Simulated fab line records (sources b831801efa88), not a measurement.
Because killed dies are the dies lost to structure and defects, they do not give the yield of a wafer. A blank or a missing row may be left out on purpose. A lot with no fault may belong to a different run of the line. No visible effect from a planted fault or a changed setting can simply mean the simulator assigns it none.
fab line records	flow sky130
[record] lots = 6	wafers = 18	last-day = 50
route steps=708 shown METAL4@599 CAP2M@603 PAD_OPEN@708
lots that met no fault: from a run of the same line without faults
start-h: the number of hours between the record's first day and the start of the first shown wafer of the lot	wait-h: hours from the lot's prior step to this one	" the same as in the row above	L1.1+2: one row covering several wafers at once	- either no value or no given start	* or withheld: withheld	< > ~ a bound
route shown NAME@n: NAME is a module with steps in the file, n the number in the route of the first one	usual: mean and standard deviation over wafers with no fault	same: alike in all rows	chamber/n: place in a boat	sites: readings site by site	_std_site: how widely they spread, as a standard deviation	_edge_site: inner sites' mean taken away from outer sites' mean	radius-mm: for every site, how far away it sits from the centre of the wafer	mask NAME#n: copy n	behind: the last tool/chamber to shape the wafer	hold: what put the lot on hold/how long, in hours/how the hold closed	device: transistor that didn't switch, given as n, p or np	end of line: the same wafers' tests at the end of the route	a step given without rows: its recipe and nothing more	killed: count of dies lost to structure and defects at first sort (not the wafer's yield)	map: a wafer's dies, x killed, . not, _ none there
set.NAME: the setting as run; set.NAME@STEP: as run at that earlier step	model.NAME: the simulator's own value behind a step, which no gauge read
certain route steps with their lots: each step a table, each wafer a row
services: a tool's chamber out of use, with start hour (start-h, from the record's first day; less than 0 if before it), hours out, and reason
[[steps]]
[step SKY_METAL4_SPUTTER_01]
[recipe] material = TiN	target-thk-nm = 20	power-w = 6500	time-s = 16.7	chamber-pressure-pa = 0.4
[usual] throttle-valve-pct = 30.0/1.2
lot.wafer	tool	chamber	start-h	wait-h	throttle-valve-pct
L954.2	pvd-sputter-01	-	920.32	0.0	30.0
L954.3	"	-	"	"	28.9
L954.4	"	-	"	"	29.8
L966.1	pvd-sputter-01	-	1008.29	0.0	33.3
L966.4	"	-	"	"	28.6
L966.5	"	-	"	"	29.8
L968.3	pvd-sputter-02	-	1021.54	0.0	29.3
L968.4	"	-	"	"	29.1
L968.6	"	-	"	"	29.0
L973.4	pvd-sputter-03	-	1063.84	0.0	31.5
L973.5	"	-	"	"	29.7
L973.6	"	-	"	"	29.4
L971.2	pvd-sputter-01	-	1065.49	0.0	29.6
L971.5	"	-	"	"	29.5
L971.6	"	-	"	"	29.8
L976.1	pvd-sputter-01	-	1070.06	0.0	29.7
L976.4	"	-	"	"	33.1
L976.6	"	-	"	"	28.6
[step SKY_METAL4_SPUTTER_02]
[recipe] material = AlCu	target-thk-nm = 735	power-w = 10600	time-s = 39.1	chamber-pressure-pa = 0.4
[step SKY_METAL4_SPUTTER_03]
[recipe] material = Ti	target-thk-nm = 5	power-w = 3000	time-s = 3.3	chamber-pressure-pa = 0.4
[step SKY_METAL4_SPUTTER_04]
[recipe] material = TiN	target-thk-nm = 70	power-w = 6500	time-s = 58.3	chamber-pressure-pa = 0.4
[usual] throttle-valve-pct = 30.0/1.3
lot.wafer	tool	chamber	start-h	wait-h	throttle-valve-pct
L954.2	pvd-sputter-01	-	920.40	0.0	29.4
L954.3	"	-	"	"	28.7
L954.4	"	-	"	"	29.8
L966.1	pvd-sputter-01	-	1008.38	0.0	33.2
L966.4	"	-	"	"	28.6
L966.5	"	-	"	"	29.6
L968.3	pvd-sputter-02	-	1021.62	0.0	29.6
L968.4	"	-	"	"	29.1
L968.6	"	-	"	"	29.2
L973.4	pvd-sputter-03	-	1063.92	0.0	31.8
L973.5	"	-	"	"	29.7
L973.6	"	-	"	"	29.6
L971.2	pvd-sputter-01	-	1065.57	0.0	29.5
L971.5	"	-	"	"	30.0
L971.6	"	-	"	"	29.6
L976.1	pvd-sputter-01	-	1070.14	0.0	29.7
L976.4	"	-	"	"	33.2
L976.6	"	-	"	"	28.7
[step SKY_CAP2M_CVD_00]
[recipe] material = SiO2	target-thk-nm = 15.5	temp-c = 400	time-s = withheld	rf-w = 450
[usual] heater-power-w = 698/140
lot.wafer	tool	chamber	start-h	wait-h	heater-power-w
L954.2	pecvd-01	0	920.45	0.0	679
L954.3	"	1	"	"	621
L954.4	"	1	"	"	616
L966.1	pecvd-01	1	1008.43	0.0	622
L966.4	"	0	"	"	658
L966.5	"	1	"	"	630
L968.3	pecvd-03	1	1021.67	0.0	905
L968.4	"	2	"	"	610
L968.6	"	0	"	"	602
L973.4	pecvd-03	2	1063.98	0.0	571
L973.5	"	1	"	"	833
L973.6	"	0	"	"	629
L971.2	pecvd-02	1	1065.62	0.0	516
L971.5	"	2	"	"	731
L971.6	"	1	"	"	506
L976.1	pecvd-01	1	1070.19	0.0	661
L976.4	"	2	"	"	679
L976.6	"	0	"	"	653
[step SKY_CAP2M_THK_MEAS_01]
[recipe] reads = SiO2_of_CAP2M_CVD_00
[usual] CAP2M_CVD_00_THK = 15.60/0.2
lot.wafer	tool	chamber	start-h	wait-h	CAP2M_CVD_00_THK[nm]
L954.2	film-metro-02	-	920.48	-	15.77
L954.3	"	-	"	"	15.66
L954.4	"	-	"	"	16.00
L966.1	film-metro-04	-	1008.45	-	15.63
L966.4	"	-	"	"	15.78
L966.5	"	-	"	"	15.78
L968.3	film-metro-03	-	1021.71	-	15.52
L968.4	"	-	"	"	15.49
L968.6	"	-	"	"	15.85
L973.4	film-metro-03	-	1064.02	-	15.58
L973.5	"	-	"	"	15.60
L973.6	"	-	"	"	15.83
L971.2	film-metro-02	-	1065.65	-	15.32
L971.5	"	-	"	"	15.85
L971.6	"	-	"	"	15.69
L976.1	film-metro-02	-	1070.21	-	15.64
L976.4	"	-	"	"	15.39
L976.6	"	-	"	"	15.73
[step SKY_CAP2M_SPUTTER_02]
[recipe] material = TiN	target-thk-nm = 200	temp-c = 300	power-w = 6500	time-s = 166.7	chamber-pressure-pa = 0.4
[usual] throttle-valve-pct = 29.7/1.3
lot.wafer	tool	chamber	start-h	wait-h	throttle-valve-pct
L954.2	pvd-sputter-04	-	920.53	0.0	28.3
L954.3	"	-	"	"	31.2
L954.4	"	-	"	"	31.1
L966.1	pvd-sputter-03	-	1008.51	0.1	29.8
L966.4	"	-	"	"	29.4
L966.5	"	-	"	"	29.4
L968.3	pvd-sputter-01	-	1021.75	0.0	28.9
L968.4	"	-	"	"	33.2
L968.6	"	-	"	"	29.8
L973.4	pvd-sputter-03	-	1064.05	0.0	31.7
L973.5	"	-	"	"	31.6
L973.6	"	-	"	"	29.6
L971.2	pvd-sputter-04	-	1065.70	0.0	31.0
L971.5	"	-	"	"	28.2
L971.6	"	-	"	"	31.2
L976.1	pvd-sputter-04	-	1070.27	0.1	28.7
L976.4	"	-	"	"	31.0
L976.6	"	-	"	"	31.0
[step SKY_CAP2M_RS_MEAS_03]
[recipe] thk-meas-gauge = four-point-probe	reads = TiN_of_CAP2M_SPUTTER_02
[usual] CAP2M_TIN_RS = 6.92/0.12
lot.wafer	tool	chamber	start-h	wait-h	CAP2M_TIN_RS[ohm/sq]
L954.2	film-metro-02	-	920.66	0.1	7.05
L954.3	"	-	"	"	7.12
L954.4	"	-	"	"	7.13
L966.1	film-metro-02	-	1008.62	0.1	6.88
L966.4	"	-	"	"	6.86
L966.5	"	-	"	"	6.89
L968.3	film-metro-04	-	1021.90	0.1	6.83
L968.4	"	-	"	"	6.91
L968.6	"	-	"	"	6.72
L973.4	film-metro-03	-	1064.22	0.1	6.91
L973.5	"	-	"	"	6.95
L973.6	"	-	"	"	7.02
L971.2	film-metro-04	-	1065.83	0.1	6.78
L971.5	"	-	"	"	6.97
L971.6	"	-	"	"	7.16
L976.1	film-metro-03	-	1070.38	0.1	7.07
L976.4	"	-	"	"	7.05
L976.6	"	-	"	"	7.08
[step SKY_CAP2M_THK_MEAS_04]
[recipe] thk-meas-gauge = xrf	reads = TiN_of_CAP2M_SPUTTER_02
[usual] CAP2M_TIN_THK = 200/3.2
lot.wafer	tool	chamber	start-h	wait-h	CAP2M_TIN_THK[nm]
L954.2	film-metro-02	-	920.77	0.1	196
L954.3	"	-	"	"	194
L954.4	"	-	"	"	194
L966.1	film-metro-02	-	1008.74	0.1	201
L966.4	"	-	"	"	201
L966.5	"	-	"	"	201
L968.3	film-metro-04	-	1022.00	0.1	202
L968.4	"	-	"	"	200
L968.6	"	-	"	"	206
L973.4	film-metro-03	-	1064.31	0.1	199
L973.5	"	-	"	"	199
L973.6	"	-	"	"	197
L971.2	film-metro-04	-	1065.94	0.1	205
L971.5	"	-	"	"	200
L971.6	"	-	"	"	195
L976.1	film-metro-03	-	1070.50	0.1	196
L976.4	"	-	"	"	196
L976.6	"	-	"	"	197
[step SKY_CAP2M_DEHYDRATE_05]
[recipe] temp-c = 200	time-s = 60
[step SKY_CAP2M_HMDS_06]
[recipe] prime-time-s = 60	prime-temp-c = 120
[step SKY_CAP2M_COAT_07]
[recipe] resist = NOVOLAK	spin-rpm = 3000	resist-thk-nm = 1140
[step SKY_CAP2M_SOFTBAKE_08]
[recipe] temp-c = 90	time-s = 60	resist = NOVOLAK
[usual] heater-power-total-W = 56.60/0.042	plate-temp-C = 90.03/0.12	resist-line-temp-C = 22.98/0.091
lot.wafer	tool	chamber	start-h	wait-h	heater-power-total-W	plate-temp-C	resist-line-temp-C
L954.2	litho-track-03	0	932.78	0.1	56.59	89.88	23.08
L954.3	"	0	"	"	56.55	90.07	23.07
L954.4	"	0	"	"	56.61	89.99	23.20
L966.1	litho-track-01	0	1019.61	0.1	56.64	89.80	23.05
L966.4	"	0	"	"	56.63	89.87	23.06
L966.5	"	0	"	"	56.67	89.84	23.05
L968.3	litho-track-04	0	1032.00	0.1	56.66	90.13	22.75
L968.4	"	0	"	"	56.57	89.91	23.03
L968.6	"	0	"	"	56.61	89.97	22.99
L973.4	litho-track-01	0	1074.04	0.1	53.18	86.30	22.98
L973.5	"	0	"	"	53.21	86.18	22.90
L973.6	"	0	"	"	53.18	86.22	22.92
L971.2	litho-track-01	0	1075.24	0.1	53.21	86.21	22.96
L971.5	"	0	"	"	53.21	86.07	22.90
L971.6	"	0	"	"	53.20	86.13	22.89
L976.1	litho-track-04	0	1080.45	0.1	56.63	90.05	23.04
L976.4	"	0	"	"	56.51	89.80	23.05
L976.6	"	0	"	"	56.62	89.89	23.08
[step SKY_CAP2M_EXPOSE_09]
[recipe] mask-id = CAP2M	na = 0.6	source-shape = conventional	sigma-outer = 0.6	polarization = unpolarized	target-cd-nm = 1000	dose-mj = 159
[step SKY_CAP2M_PEB_10]
[recipe] temp-c = withheld	time-s = *	resist = NOVOLAK
[step SKY_CAP2M_DEVELOP_11]
[recipe] resist = NOVOLAK	developer = TMAH	develop-time-s = 60	dev-temp-c = 23
[usual] resist-line-temp-C = 22.98/0.097
lot.wafer	tool	chamber	start-h	wait-h	resist-line-temp-C	model.NOVOLAK_of_CAP2M_COAT_07.thk-nm
L954.2	litho-track-01	0	944.54	0.1	22.98	1140
L954.3	"	0	"	"	23.03	1148
L954.4	"	0	"	"	22.92	1138
L966.1	litho-track-03	0	1029.40	0.1	23.17	1139
L966.4	"	0	"	"	23.13	1139
L966.5	"	0	"	"	22.90	1140
L968.3	litho-track-03	0	1042.95	0.1	23.13	1143
L968.4	"	0	"	"	23.16	1141
L968.6	"	0	"	"	23.14	1140
L973.4	litho-track-01	0	1084.09	0.1	22.83	1159
L973.5	"	0	"	"	22.98	1155
L973.6	"	0	"	"	22.85	1157
L971.2	litho-track-04	0	1086.13	0.1	23.08	1159
L971.5	"	0	"	"	23.01	1153
L971.6	"	0	"	"	22.87	1159
L976.1	litho-track-04	0	1090.45	0.1	23.07	1142
L976.4	"	0	"	"	23.08	1141
L976.6	"	0	"	"	22.97	1141
[step SKY_CAP2M_OVL_MEAS_12]
[usual] CAP2M_OVL = 0.1/1.3
lot.wafer	tool	chamber	start-h	wait-h	CAP2M_OVL[nm]
L954.2	overlay-02	-	944.67	0.1	-0.6
L954.3	"	-	"	"	1.2
L954.4	"	-	"	"	1.1
L966.1	overlay-01	-	1029.55	0.1	0.5
L966.4	"	-	"	"	0.0
L966.5	"	-	"	"	1.1
L968.3	overlay-01	-	1043.07	0.1	0.6
L968.4	"	-	"	"	3.4
L968.6	"	-	"	"	0.0
L973.4	overlay-01	-	1084.18	0.1	-2.2
L973.5	"	-	"	"	-0.5
L973.6	"	-	"	"	-0.8
L971.2	overlay-01	-	1086.26	0.1	-1.7
L971.5	"	-	"	"	0.0
L971.6	"	-	"	"	-0.5
L976.1	overlay-01	-	1090.60	0.1	-1.7
L976.4	"	-	"	"	-0.3
L976.6	"	-	"	"	-0.2
[step SKY_CAP2M_METAL_ETCH_13]
[recipe] target-depth-nm = 220	stop-on = SiO2	chemistry = Cl2/BCl3	target = TiN	pressure-mtorr = 10	icp-w = 900	bias-w = 48.5	Cl2_flow_sccm = 60	bcl3-flow-sccm = 30	time-s = 62.9
[usual] drypump-motor-current-A = 5.8/0.46	oes-product-au = 0.940/0.011	throttle-valve-pct = 21.903/0.01
lot.wafer	tool	chamber	start-h	wait-h	drypump-motor-current-A	oes-product-au	rf-hours-counter-h	throttle-valve-pct	model.NOVOLAK_of_CAP2M_COAT_07.thk-nm
L954.2	rie-metal-03	1	944.70	0.0	5.8	0.923	18	21.898	996.5
L954.3	"	1	"	"	5.9	0.932	-	21.935	1003
L954.4	"	0	"	"	6.4	0.916	-	21.913	991.5
L966.1	rie-metal-03	0	1029.59	0.0	6.4	0.939	14	21.905	993.6
L966.4	"	0	"	"	6.4	0.944	-	21.887	994
L966.5	"	1	"	"	5.9	0.938	-	21.893	997.9
L968.3	rie-metal-03	0	1043.12	0.0	6.4	0.950	-	21.901	998.3
L968.4	"	1	"	"	5.8	0.943	-	21.902	998.1
L968.6	"	1	"	"	5.8	0.955	-	21.883	997.3
L973.4	rie-metal-03	1	1084.22	0.0	5.8	0.948	-	21.885	1015
L973.5	"	1	"	"	5.9	0.938	-	21.901	1010
L973.6	"	0	"	"	6.4	0.930	-	21.896	1010
L971.2	rie-metal-02	1	1086.32	0.0	5.7	0.955	-	21.884	1013
L971.5	"	1	"	"	5.7	0.946	-	21.901	1006
L971.6	"	1	"	"	5.7	0.916	-	21.904	1011
L976.1	rie-metal-03	1	1090.64	0.0	5.8	0.925	1	21.909	997
L976.4	"	0	"	"	6.3	0.931	-	21.899	995.4
L976.6	"	1	"	"	5.9	0.928	-	21.905	997.4
[step SKY_CAP2M_STRIP_14]
[recipe] chemistry = O2/N2	power-w = 1400	pressure-mtorr = 1500	platen-temp-c = withheld	o2-flow-sccm = 3000	n2-flow-sccm = 300	overash-fraction = 0.5
[usual] drypump-motor-current-A = 5.4/0.34	o2-flow-sccm = 3001/9.1	oes-product-au = 0.710/0.0048	strip-time-to-endpoint-s = 12.66/0.057
lot.wafer	tool	chamber	start-h	wait-h	drypump-motor-current-A	o2-flow-sccm	oes-product-au	rf-hours-counter-h	strip-time-to-endpoint-s
L954.2	plasma-asher-01	1	944.77	0.1	5.3	2999	0.710	48	12.70
L954.3	"	0	"	"	5.2	3006	0.704	-	12.77
L954.4	"	1	"	"	5.3	3010	0.705	-	12.61
L966.1	plasma-asher-03	1	1029.67	0.1	5.9	3003	0.710	29	12.66
L966.4	"	1	"	"	5.8	2995	0.701	-	12.65
L966.5	"	1	"	"	5.8	2983	0.705	-	12.71
L968.3	plasma-asher-03	1	1043.20	0.1	5.9	2991	0.711	-	12.72
L968.4	"	0	"	"	4.9	3006	0.704	-	12.72
L968.6	"	0	"	"	4.8	3010	0.712	-	12.69
L973.4	plasma-asher-02	0	1084.31	0.1	5.8	3015	0.713	-	12.84
L973.5	"	0	"	"	5.9	3006	0.708	-	12.78
L973.6	"	1	"	"	5.6	2997	0.708	-	12.77
L971.2	plasma-asher-02	1	1086.44	0.1	5.6	3004	0.708	2	12.82
L971.5	"	0	"	"	5.8	2991	0.713	-	12.80
L971.6	"	1	"	"	5.6	2992	0.713	-	12.78
L976.1	plasma-asher-03	1	1090.72	0.1	5.8	2994	0.712	36	12.70
L976.4	"	1	"	"	5.8	3001	0.708	-	12.68
L976.6	"	0	"	"	4.8	2996	0.710	-	12.70
[step SKY_PAD_OPEN_PROBE_99]
[usual] defect-limited-yield = 82.8/1.9	killed_at_M0_to_M3 = 42/6.3	killed_at_M4_up = 3.2/1.9	killed-at-contacts = 24/5.8	killed-at-front-end = 15/4.3	killed-at-other = 0.2/0.62	killed-dies = 85/9.3	killed-open = 46/6.8	killed-short = 38/6.1	sort_bin_3_pad_short = 0.8/0.43	sort_bin_5_function = 10.2/1.5	sort_bin_6_memory = 6.2/1.1	sort-n-pass = 407/9.3	sort-yield-pct = 82.8/1.9
[same] gross-dies = 492	killed-at-back-side = 0	sort_bin_4_leakage[%] = 0	sort_bin_8_speed[%] = 0
lot.wafer	tool	chamber	start-h	wait-h	defect-limited-yield[%]	killed_at_M0_to_M3	killed_at_M4_up	killed-at-contacts	killed-at-front-end	killed-at-other	killed-dies	killed-open	killed-short	sort_bin_3_pad_short[%]	sort_bin_5_function[%]	sort_bin_6_memory[%]	sort-n-pass	sort-yield-pct[%]
L954.2	prober-02	-	1064.32	0.1	85.8	34	4	17	15	0	70	38	32	0.8	7.5	5.9	422	85.8
L954.3	prober-02	-	1064.37	0.2	80.9	56	0	26	12	0	94	61	33	0.6	8.5	10.0	398	80.9
L954.4	prober-02	-	1064.42	0.2	82.1	40	4	33	11	0	88	48	40	1.6	8.7	7.5	404	82.1
L968.3	prober-02	-	1148.64	0.2	85.6	39	4	14	13	1	71	38	32	0.6	9.6	4.3	421	85.6
L968.4	prober-02	-	1148.69	0.2	84.3	51	1	17	8	0	77	41	36	0.8	10.6	4.3	415	84.3
L968.6	prober-02	-	1148.79	0.2	85.8	33	2	21	14	0	70	42	28	0.8	8.3	5.1	422	85.8
// killed by level:class
L954.2 VIA1:geometric-particle:open=8 FIELD_ISO:geometric-particle:open=7 METAL2:geometric-particle:short=6 LI_CONTACT:geometric-particle:open=5 CONTACT:geometric-particle:open=5 VIA3:geometric-particle:open=4 FIELD_ISO:geometric-particle:short=3 CONTACT:geometric-particle:short=3
L954.3 VIA1:geometric-particle:open=17 VIA2:geometric-particle:open=13 LI_CONTACT:geometric-particle:open=10 VIA3:geometric-particle:open=8 LI_CONTACT:geometric-particle:short=5 METAL1:geometric-particle:short=5 POLY_GATE:geometric-particle:short=4 CONTACT:geometric-particle:open=4
L954.4 CONTACT:geometric-particle:open=13 VIA1:geometric-particle:open=11 LI_CONTACT:geometric-particle:open=9 VIA3:geometric-particle:open=8 FIELD_ISO:geometric-particle:short=6 LOCAL_INTERCONNECT:geometric-particle:short=6 VIA2:geometric-particle:open=5 POLY_GATE:geometric-particle:short=4
L968.3 VIA1:geometric-particle:open=12 CONTACT:geometric-particle:open=6 VIA2:geometric-particle:open=6 LI_CONTACT:geometric-particle:open=5 POLY_GATE:geometric-particle:short=4 VIA1:geometric-particle:short=4 VIA3:geometric-particle:short=4 VIA3:geometric-particle:open=4
L968.4 VIA3:geometric-particle:open=11 METAL2:geometric-particle:short=10 VIA1:geometric-particle:open=8 LI_CONTACT:geometric-particle:open=7 CONTACT:geometric-particle:open=5 VIA2:geometric-particle:short=5 POLY_GATE:geometric-particle:open=4 METAL1:geometric-particle:short=4
L968.6 LI_CONTACT:geometric-particle:open=10 VIA2:geometric-particle:open=6 METAL3:geometric-particle:short=6 METAL1:geometric-particle:short=5 CONTACT:geometric-particle:open=5 VIA1:geometric-particle:open=5 FIELD_ISO:geometric-particle:open=4 POLY_GATE:geometric-particle:open=4
[[services]]
tool	chamber	start-h	hours	kind
pvd-sputter-04	0	912.64	-	consumable-replace:kit
pvd-sputter-04	0	912.64	18.0	scheduled-down
pvd-sputter-04	0	912.64	18.0	vent-cycle
pvd-sputter-01	2	970.63	-	consumable-replace:kit
pvd-sputter-01	2	970.63	18.0	scheduled-down
pvd-sputter-01	2	970.63	18.0	vent-cycle
pvd-sputter-03	2	980.67	-	consumable-replace:kit
pvd-sputter-03	2	980.67	18.0	scheduled-down
pvd-sputter-03	2	980.67	18.0	vent-cycle
pecvd-03	2	994.49	3.7	repair
rie-metal-02	1	994.78	12.1	repair
plasma-asher-02	-	1004.53	6.1	repair
pvd-sputter-03	-	1020.89	9.8	repair
pecvd-01	0	1024.45	5.5	scheduled-down
pvd-sputter-04	3	1025.28	-	consumable-replace:kit
plasma-asher-02	-	1044.82	2.9	repair
rie-metal-03	1	1052.55	9.4	repair
rie-metal-02	-	1054.93	0.3	repair
plasma-asher-02	-	1055.25	9.0	pm
pvd-sputter-02	-	1060.50	0.9	repair
rie-metal-03	1	1061.95	-	clean
rie-metal-03	1	1061.95	15.5	scheduled-down
rie-metal-03	1	1061.95	15.5	vent-cycle
pvd-sputter-02	-	1063.43	0.7	repair
[[key]]
[first-sign] step = SKY_CAP2M_SOFTBAKE_08	reading = heater-power-total-W	direction = down	sigmas = 81	usual = *	struck = *
[effect] step = SKY_CAP2M_SOFTBAKE_08	reading = plate-temp-C	direction = down	sigmas = 33	usual = *	struck = *
[model-effect] step = SKY_CAP2M_DEVELOP_11	value = NOVOLAK_of_CAP2M_COAT_07.thk-nm	without = 1145	struck = 1157
[model-effect] step = SKY_CAP2M_METAL_ETCH_13	value = NOVOLAK_of_CAP2M_COAT_07.thk-nm	without = 998.8	struck = 1011
met-at SKY_CAP2M_SOFTBAKE_08
struck-wafers L971.2,L971.5,L971.6,L973.4,L973.5,L973.6
onset-between 1019.61 1074.04
[fault] kind = process-parameter-drift	tool = litho-track-01	chamber = -	onset-h = 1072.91	steps = SKY_CAP2M_SOFTBAKE_08	channel = temp-c	offset = *	shape = step	end-h = 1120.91	acts-in = *	stated = *
